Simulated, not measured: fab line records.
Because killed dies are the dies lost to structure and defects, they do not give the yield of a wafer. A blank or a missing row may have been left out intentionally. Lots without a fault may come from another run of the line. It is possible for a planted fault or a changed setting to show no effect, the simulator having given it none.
The tool behind it: which one? || flow sky130 || Sampling: 13 lots, 39 wafers, 3 of 708 route steps

== WHAT THE GAUGES SHOWED, per wafer ==
SKY_POLY_CUT_OVL_MEAS_09. Usual: POLY_CUT_OVL gives 0 nm (standard deviation 4.6).
{"lot": "L435", "measured": "day 24 20:09", "on": "overlay-01", "POLY_CUT_OVL (nm)": "2 2 2", "flag": ""}
{"lot": "L437", "measured": "day 25 13:04", "on": "overlay-02", "POLY_CUT_OVL (nm)": "-6 -2 3", "flag": ""}
{"lot": "L439", "measured": "day 26 08:06", "on": "overlay-02", "POLY_CUT_OVL (nm)": "-2 3 -5", "flag": ""}
{"lot": "L440", "measured": "day 26 13:42", "on": "overlay-01", "POLY_CUT_OVL (nm)": "-4 5 -1", "flag": ""}
{"lot": "L441", "measured": "day 27 00:11", "on": "overlay-02", "POLY_CUT_OVL (nm)": "-1 -6 -6", "flag": ""}
{"lot": "L442", "measured": "day 27 16:48", "on": "overlay-02", "POLY_CUT_OVL (nm)": "-1 2 2", "flag": ""}
{"lot": "L447", "measured": "day 29 04:28", "on": "overlay-01", "POLY_CUT_OVL (nm)": "-7 -4 -2", "flag": ""}
{"lot": "L448", "measured": "day 29 09:32", "on": "overlay-01", "POLY_CUT_OVL (nm)": "4 1 4", "flag": ""}
{"lot": "L454", "measured": "day 31 02:06", "on": "overlay-01", "POLY_CUT_OVL (nm)": "0 3 -1", "flag": ""}
{"lot": "L453", "measured": "day 31 07:54", "on": "overlay-01", "POLY_CUT_OVL (nm)": "-2 0 -5", "flag": ""}
{"lot": "L455", "measured": "day 31 16:40", "on": "overlay-02", "POLY_CUT_OVL (nm)": "-1 -1 3", "flag": ""}
{"lot": "L456", "measured": "day 31 23:48", "on": "overlay-01", "POLY_CUT_OVL (nm)": "-3 4 4", "flag": ""}
{"lot": "L457", "measured": "day 32 04:25", "on": "overlay-01", "POLY_CUT_OVL (nm)": "-5 1 2", "flag": ""}

SKY_SD_N_CD_MEAS_07: the cd target is 380 nm. Usual: cd-nm 379.3 nm, standard deviation 2.5.
{"lot": "L435", "measured": "day 28 12:54", "on": "cd-sem-02", "cd-nm (nm)": "378.2 379.0 376.5", "flag": ""}
{"lot": "L437", "measured": "day 29 04:26", "on": "cd-sem-01", "cd-nm (nm)": "385.0 382.8 384.1", "flag": ""}
{"lot": "L439", "measured": "day 30 00:48", "on": "cd-sem-02", "cd-nm (nm)": "379.5 378.7 377.7", "flag": ""}
{"lot": "L440", "measured": "day 30 06:01", "on": "cd-sem-01", "cd-nm (nm)": "377.9 382.3 382.8", "flag": ""}
{"lot": "L441", "measured": "day 30 13:47", "on": "cd-sem-01", "cd-nm (nm)": "378.4 380.8 382.4", "flag": ""}
{"lot": "L442", "measured": "day 31 08:07", "on": "cd-sem-02", "cd-nm (nm)": "380.1 383.4 383.6", "flag": ""}
{"lot": "L447", "measured": "day 32 16:26", "on": "cd-sem-02", "cd-nm (nm)": "378.2 378.5 376.0", "flag": ""}
{"lot": "L448", "measured": "day 32 20:52", "on": "cd-sem-01", "cd-nm (nm)": "379.6 378.7 379.4", "flag": ""}
{"lot": "L454", "measured": "day 34 09:57", "on": "cd-sem-02", "cd-nm (nm)": "376.8 379.5 380.0", "flag": ""}
{"lot": "L453", "measured": "day 34 16:05", "on": "cd-sem-02", "cd-nm (nm)": "381.7 380.7 379.4", "flag": ""}
{"lot": "L455", "measured": "day 34 23:44", "on": "cd-sem-02", "cd-nm (nm)": "379.4 381.9 381.9", "flag": ""}
{"lot": "L456", "measured": "day 35 07:21", "on": "cd-sem-01", "cd-nm (nm)": "376.0 375.3 376.4", "flag": ""}
{"lot": "L457", "measured": "day 35 11:13", "on": "cd-sem-01", "cd-nm (nm)": "380.5 380.7 381.8", "flag": ""}

== EACH LOT AND THE TOOL THAT RAN IT (in order: tool; ch and the chambers of the sampled wafers; start) ==
{"lot": "L435", "SKY_LDD_HVP_STRIP_09": "plasma-asher-01 ch 0,1, day 22 03:16"}
{"lot": "L437", "SKY_LDD_HVP_STRIP_09": "plasma-asher-02 ch 0,1, day 22 22:22"}
{"lot": "L439", "SKY_LDD_HVP_STRIP_09": "plasma-asher-02 ch 0,1, day 23 16:50"}
{"lot": "L440", "SKY_LDD_HVP_STRIP_09": "plasma-asher-02 ch 0,1, day 23 23:17"}
{"lot": "L441", "SKY_LDD_HVP_STRIP_09": "plasma-asher-01 ch 0,1, day 24 10:00"}
{"lot": "L442", "SKY_LDD_HVP_STRIP_09": "plasma-asher-02 ch 0,1, day 25 03:31"}
{"lot": "L447", "SKY_LDD_HVP_STRIP_09": "plasma-asher-01 ch 0,1, day 26 15:34"}
{"lot": "L448", "SKY_LDD_HVP_STRIP_09": "plasma-asher-01 ch 0,1, day 26 21:11"}
{"lot": "L454", "SKY_LDD_HVP_STRIP_09": "plasma-asher-03 ch 1, day 28 14:58"}
{"lot": "L453", "SKY_LDD_HVP_STRIP_09": "plasma-asher-02 ch 0,1, day 28 18:20"}
{"lot": "L455", "SKY_LDD_HVP_STRIP_09": "plasma-asher-02 ch 0,1, day 29 05:10"}
{"lot": "L456", "SKY_LDD_HVP_STRIP_09": "plasma-asher-01 ch 0,1, day 29 14:05"}
{"lot": "L457", "SKY_LDD_HVP_STRIP_09": "plasma-asher-02 ch 0,1, day 29 18:14"}
- SKY_LDD_HVP_STRIP_09: strips in O2/N2.

== AS READ BY THE TOOLS THEMSELVES (means over the sampled wafers that have a number; for cases with no such wafer, the mark the record gives instead) ==
SKY_LDD_HVP_STRIP_09. Usual: drypump-motor-current-A 6.0 A, standard deviation 0.55; oes-product-au 0.408 a.u., standard deviation 0.004; strip-time-to-endpoint-s 4.135 s, standard deviation 0.015.
{"lot": "L435", "tool": "plasma-asher-01", "drypump-motor-current-A (A)": 6.0, "oes-product-au (a.u.)": 0.407, "strip-time-to-endpoint-s (s)": 4.135, "flag": ""}
{"lot": "L437", "tool": "plasma-asher-02", "drypump-motor-current-A (A)": 5.6, "oes-product-au (a.u.)": 0.408, "strip-time-to-endpoint-s (s)": 4.119, "flag": ""}
{"lot": "L439", "tool": "plasma-asher-02", "drypump-motor-current-A (A)": 5.6, "oes-product-au (a.u.)": 0.409, "strip-time-to-endpoint-s (s)": 4.146, "flag": ""}
{"lot": "L440", "tool": "plasma-asher-02", "drypump-motor-current-A (A)": 5.6, "oes-product-au (a.u.)": 0.411, "strip-time-to-endpoint-s (s)": 4.129, "flag": ""}
{"lot": "L441", "tool": "plasma-asher-01", "drypump-motor-current-A (A)": 6.2, "oes-product-au (a.u.)": 0.409, "strip-time-to-endpoint-s (s)": 4.147, "flag": ""}
{"lot": "L442", "tool": "plasma-asher-02", "drypump-motor-current-A (A)": 6.1, "oes-product-au (a.u.)": 0.407, "strip-time-to-endpoint-s (s)": 4.102, "flag": ""}
{"lot": "L447", "tool": "plasma-asher-01", "drypump-motor-current-A (A)": 6.2, "oes-product-au (a.u.)": 0.411, "strip-time-to-endpoint-s (s)": 4.130, "flag": ""}
{"lot": "L448", "tool": "plasma-asher-01", "drypump-motor-current-A (A)": 6.2, "oes-product-au (a.u.)": 0.408, "strip-time-to-endpoint-s (s)": 4.144, "flag": ""}
{"lot": "L454", "tool": "plasma-asher-03", "drypump-motor-current-A (A)": 5.7, "oes-product-au (a.u.)": 0.405, "strip-time-to-endpoint-s (s)": 4.131, "flag": ""}
{"lot": "L453", "tool": "plasma-asher-02", "drypump-motor-current-A (A)": 5.6, "oes-product-au (a.u.)": 0.409, "strip-time-to-endpoint-s (s)": 4.130, "flag": ""}
{"lot": "L455", "tool": "plasma-asher-02", "drypump-motor-current-A (A)": 5.6, "oes-product-au (a.u.)": 0.407, "strip-time-to-endpoint-s (s)": 4.129, "flag": ""}
{"lot": "L456", "tool": "plasma-asher-01", "drypump-motor-current-A (A)": 6.2, "oes-product-au (a.u.)": 0.408, "strip-time-to-endpoint-s (s)": 4.163, "flag": ""}
{"lot": "L457", "tool": "plasma-asher-02", "drypump-motor-current-A (A)": 6.1, "oes-product-au (a.u.)": 0.409, "strip-time-to-endpoint-s (s)": 4.138, "flag": ""}

== THE ANSWER, worked out from the rows above alone ==
Rule: a lot is off if the mean of its wafers that have a number lies more than 3 standard deviations from the usual mean. Also off: a lot with no number at a reading for which 4 or more lots have one. The other lots that the step has rows for count as sound. First the gauges in route order, then the tools' own readings, where a lot's mean is used as printed above. At the first step where some lot is off, the reading lying furthest off is the one used; lots without a number count as furthest.
None of the lots is off at any reading shown; this tells nothing.

== WHAT THE SIMULATOR HAD PUT IN ==
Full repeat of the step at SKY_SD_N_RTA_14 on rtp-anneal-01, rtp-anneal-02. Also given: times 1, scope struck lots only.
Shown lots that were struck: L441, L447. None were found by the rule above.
